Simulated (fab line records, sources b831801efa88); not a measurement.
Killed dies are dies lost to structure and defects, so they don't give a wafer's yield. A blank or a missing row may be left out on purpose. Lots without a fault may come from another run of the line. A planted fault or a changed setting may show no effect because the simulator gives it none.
Problem report in the 8D (eight disciplines) form, filled by code | flow gf180mcu | the parts of the form that need people (team, actions taken, sign-off) are left out

1. THE PROBLEM
beam_energy_keV at GF_NWELL_IMPLANT_08 reads a mean of 469.20 on 6 wafers of 2 lots; wafers without a fault read 450.00 with a standard deviation of 0.14. That is +99 or more standard deviations from the usual mean.
First seen on wafer L866.1, day 6 00:29, on implanter-04. The record holds 18 wafers of 6 lots with a number at this step. Rule for "out", or "out of limits": more than 4 standard deviations from the usual mean. The other wafers with a number count as sound.

2. WHAT IT IS AND WHAT IT IS NOT
question                    | is                     | is not
which readings at this step | beam_energy_keV        | -
which lots                  | L866, L869             | L854, L855, L871, L874
which wafers of those lots  | all that have a number | -
read on which tools         | implanter-04           | implanter-01
when                        | from day 6 00:29       | up to then (6 sound wafers); but 6 sound wafers of L871, L874 came after

3. SUSPECTS, AND WHAT RULES EACH OUT
Counting: a tool at a process step up to the reading stays a suspect if it ran every lot that is out and no sound lot after the first of them.
- implanter-04 at GF_NWELL_IMPLANT_08: kept. It ran every lot that is out, first L866 (day 6 00:29), and no sound lot after that; its last sound lot up to then is L855 (day 3 14:50). Its own readings are out on those wafers: beam_energy_keV.
Left after counting: implanter-04 at GF_NWELL_IMPLANT_08.

4. THE CAUSE (what the simulator had put in)
Process parameter drift: implanter-04, from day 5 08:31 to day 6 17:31, at GF_NWELL_IMPLANT_08. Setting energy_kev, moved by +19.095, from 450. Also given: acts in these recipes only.
Counting left only this tool.

5. THE CHAIN OF EFFECTS, in route order
Each row: a reading whose mean over the struck wafers that have a number lies more than 3 standard deviations from the usual. Only readings for which the record gives a usual standard deviation are gone through. hours: the time from each lot's start at the first step in this table that gives one to its start at this step, as a median over the lots. sigmas: the change in usual standard deviations.
hours | step                | reading         | usual  | on struck wafers | change | sigmas
0     | GF_NWELL_IMPLANT_08 | beam_energy_keV | 450.00 | 469.20           | +19.20 | +99 or more
The process steps in it:
- GF_NWELL_IMPLANT_08

6. WHAT WOULD HAVE CAUGHT IT SOONER
In this record the first reading out of limits was taken at day 6 00:29, 16 hours after the fault began at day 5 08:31.
